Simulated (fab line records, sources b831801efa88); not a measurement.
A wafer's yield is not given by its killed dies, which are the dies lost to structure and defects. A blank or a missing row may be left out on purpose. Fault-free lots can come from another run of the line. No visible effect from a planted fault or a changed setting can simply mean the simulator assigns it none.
Which of the tools did it? ; flow gf180mcu ; 11 lots, 33 wafers sampled, at 7 steps of a route of 602

== WHAT EACH GAUGE READ, for each wafer ==
GF_VT_IMPLANT_RS_MEAS_48: a four-point-probe measurement.
lot;measured;on;LVPWELL_RS (ohm/sq)
L656;day 7 13:51;filmMetro-01;1199 1198 1198
L657;day 7 20:25;filmMetro-01;1204 1200 1201
L658;day 7 23:32;filmMetro-02;1197 1202 1198
L659;day 8 07:12;filmMetro-02;1196 1194 1195
L660;day 8 15:44;filmMetro-02;1194 1197 1198
L663;day 9 11:38;filmMetro-04;1198 1200 1202
L665;day 10 00:15;filmMetro-01;1198 1199 1199
L673;day 12 07:08;filmMetro-02;1196 1200 1203
L674;day 12 12:37;filmMetro-01;1196 1197 1194
L676;day 13 03:08;filmMetro-04;1191 1191 1192
L679;day 14 03:25;filmMetro-04;1201 1200 1201

GF_POLY_GATE_OVL_MEAS_11.
lot;measured;on;POLY_GATE_OVL (nm)
L656;day 9 04:49;overlay-01;3 4 7
L657;day 9 11:26;overlay-02;-2 -2 -3
L658;day 9 16:28;overlay-01;-1 1 -2
L659;day 9 23:04;overlay-02;-4 -1 -8
L660;day 10 07:22;overlay-01;6 3 8
L663;day 11 05:10;overlay-02;3 0 0
L665;day 11 20:22;overlay-01;2 2 8
L673;day 14 05:22;overlay-01;-2 4 -2
L674;day 14 11:53;overlay-01;-6 2 -4
L676;day 15 01:21;overlay-01;9 11 7
L679;day 16 03:28;overlay-01;0 4 5

GF_NSD_TW_MEAS_12.
lot;measured;on;NSD_TW
L656;day 13 08:43;filmMetro-03;4207 4181 4205
L657;day 13 15:43;filmMetro-03;4251 4234 4222
L658;day 13 21:38;filmMetro-01;4252 4226 4249
L659;day 14 10:30;filmMetro-01;4207 4193 4243
L660;day 14 13:05;filmMetro-01;4221 4217 4213
L663;day 15 15:09;filmMetro-01;4201 4204 4204
L665;day 16 09:10;filmMetro-01;4206 4207 4184
L673;day 19 03:44;filmMetro-01;4215 4189 4218
L674;day 19 11:25;filmMetro-01;4088 4076 4065
L676;day 20 03:11;filmMetro-03;4073 4095 4096
L679;day 21 08:38;filmMetro-04;4252 4246 4254

GF_PSD_RS_MEAS_14: a four-point-probe measurement.
lot;measured;on;NSD_RS (ohm/sq)
L656;day 14 04:55;filmMetro-01;46.16 46.22 46.03
L657;day 14 12:17;filmMetro-04;46.26 46.27 46.19
L658;day 14 19:14;filmMetro-01;46.16 46.18 46.04
L659;day 15 07:29;filmMetro-03;46.16 46.01 46.05
L660;day 15 11:08;filmMetro-04;46.18 46.19 46.11
L663;day 16 13:35;filmMetro-03;46.04 46.04 45.95
L665;day 17 08:34;filmMetro-01;46.31 46.21 46.22
L673;day 20 05:02;filmMetro-03;46.09 46.19 46.14
L674;day 20 12:47;filmMetro-01;48.68 48.70 48.78
L676;day 21 03:57;filmMetro-03;48.50 48.48 48.45
L679;day 22 09:23;filmMetro-04;46.15 46.18 46.19

== EACH LOT AND THE TOOL THAT RAN IT (in order: tool; ch and the chambers of the sampled wafers; start) ==
lot;GF_MVSD_STRIP_10;GF_NSD_IMPLANT_09;GF_NSD_STRIP_11
L656;plasmaAsher-01 ch 0,1, day 4 10:08;implanter-04 ch 0, day 13 08:19;plasmaAsher-02 ch 0,1, day 13 08:36
L657;plasmaAsher-01 ch 0,1, day 4 16:30;implanter-02 ch 0, day 13 15:21;plasmaAsher-03 ch 0,1, day 13 15:38
L658;plasmaAsher-02 ch 0,1, day 4 19:29;implanter-03 ch 0, day 13 21:14;plasmaAsher-03 ch 0, day 13 21:32
L659;plasmaAsher-01 ch 0, day 5 02:49;implanter-03 ch 0, day 14 10:07;plasmaAsher-02 ch 0,1, day 14 10:23
L660;plasmaAsher-01 ch 0, day 5 10:05;implanter-02 ch 0, day 14 12:41;plasmaAsher-02 ch 0,1, day 14 12:59
L663;plasmaAsher-01 ch 0,1, day 6 03:04;implanter-03 ch 0, day 15 14:45;plasmaAsher-02 ch 1, day 15 15:03
L665;plasmaAsher-04 ch 0,1, day 6 13:11;implanter-03 ch 0, day 16 08:46;plasmaAsher-02 ch 0,1, day 16 09:03
L673;plasmaAsher-04 ch 0,1, day 8 12:35;implanter-03 ch 0, day 19 03:20;plasmaAsher-01 ch 0,1, day 19 03:38
L674;plasmaAsher-04 ch 0,1, day 8 17:07;implanter-03 ch 0, day 19 11:02;plasmaAsher-03 ch 0,1, day 19 11:19
L676;plasmaAsher-01 ch 0,1, day 9 05:59;implanter-03 ch 0, day 20 02:47;plasmaAsher-02 ch 0, day 20 03:05
L679;plasmaAsher-01 ch 0,1, day 10 01:28;implanter-02 ch 0, day 21 08:14;plasmaAsher-03 ch 0,1, day 21 08:32
- GF_MVSD_STRIP_10: strips in O2/N2.
- GF_NSD_IMPLANT_09
- GF_NSD_STRIP_11: strips in O2/N2.

== AS READ BY THE TOOLS THEMSELVES (means over the sampled wafers that have a number; for cases with no such wafer, the mark the record gives instead) ==
GF_MVSD_STRIP_10.
lot;tool;drypumpMotorCurrentA (A);heaterPowerW (W);oesProductAu (a.u.);stripTimeToEndpointS (s)
L656;plasmaAsher-01;5.5;309;0.719;36.86
L657;plasmaAsher-01;5.8;323;0.725;36.87
L658;plasmaAsher-02;5.9;295;0.720;36.84
L659;plasmaAsher-01;5.3;282;0.721;36.94
L660;plasmaAsher-01;5.3;284;0.726;36.84
L663;plasmaAsher-01;5.8;325;0.722;36.92
L665;plasmaAsher-04;6.6;324;0.722;36.90
L673;plasmaAsher-04;6.6;322;0.725;36.95
L674;plasmaAsher-04;6.6;324;0.722;36.95
L676;plasmaAsher-01;5.5;300;0.719;36.95
L679;plasmaAsher-01;5.5;298;0.722;36.92

GF_NSD_IMPLANT_09.
lot;tool;beamEnergyKeV;beamOnS (s)
L656;implanter-04;60.002;19.5
L657;implanter-02;60.019;15.7
L658;implanter-03;60.002;17.4
L659;implanter-03;60.010;17.4
L660;implanter-02;59.994;15.7
L663;implanter-03;59.982;17.0
L665;implanter-03;60.014;17.2
L673;implanter-03;59.990;17.4
L674;implanter-03;51.517;17.3
L676;implanter-03;51.517;17.4
L679;implanter-02;59.972;15.9

GF_NSD_STRIP_11.
lot;tool;drypumpMotorCurrentA (A);heaterPowerW (W);oesProductAu (a.u.);stripTimeToEndpointS (s)
L656;plasmaAsher-02;5.92;300;0.485;23.01
L657;plasmaAsher-03;5.56;285;0.484;23.06
L658;plasmaAsher-03;5.41;258;0.486;23.07
L659;plasmaAsher-02;5.92;302;0.485;23.02
L660;plasmaAsher-02;5.86;320;0.487;23.06
L663;plasmaAsher-02;5.98;273;0.484;23.04
L665;plasmaAsher-02;5.86;326;0.488;23.01
L673;plasmaAsher-01;5.74;327;0.482;22.99
L674;plasmaAsher-03;5.72;311;0.500;21.84
L676;plasmaAsher-02;5.83;346;0.499;21.91
L679;plasmaAsher-03;5.57;285;0.491;23.05

== THE ANSWER, worked out from the rows above alone ==
Rule: what is usual is taken from the lots themselves. Put in order of their means at a reading, lots are off if they are a third of the lots or fewer, leave a main group of 4 or more, and stand apart from it by a gap of 3 or more times the standard deviation of the main group's means; of several such gaps the widest counts. If all means in a main group match to the digits the tables above print for the reading, that group is not used. Also off: a lot with no number at a reading for which 4 or more lots have one. The other lots that the step has rows for count as sound. The gauges are gone through in route order, then the tools' own readings, and for those a lot's mean is taken as printed above. The first step at which some lot is off is used, and at that step the reading that is off furthest; a lot without a number counts as furthest.
Off: L674, L676, seen at GF_NSD_TW_MEAS_12 (NSD_TW). Mean 4219 and standard deviation 19 in the main group.
If a tool, at a process step before that reading, ran all the lots that are off and no sound lot after the first of them, it fits. The gauges at GF_NSD_TW_MEAS_12 aren't tried: what is off there is off at GF_NSD_IMPLANT_09 too, on other tools, and a gauge's error can't cause that. One fits: GF_NSD_IMPLANT_09 on implanter-03. A fault onset in the window from L673 (day 19 03:20, its last sound lot) to L674 (day 19 11:02, its first lot off) fits.
On the lots that are off, the tool's own readings at GF_NSD_IMPLANT_09 differ by more than 5 times the standard deviation of the sound lots' means, which bears it out; beamEnergyKeV reads 51.517 there versus 59.998 on the sound lots.

== WHAT THE SIMULATOR HAD PUT IN ==
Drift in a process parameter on implanter-03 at GF_NSD_IMPLANT_09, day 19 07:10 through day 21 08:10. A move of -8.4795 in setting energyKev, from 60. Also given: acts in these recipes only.
Shown lots that were struck: L674, L676. The rule above found the same.
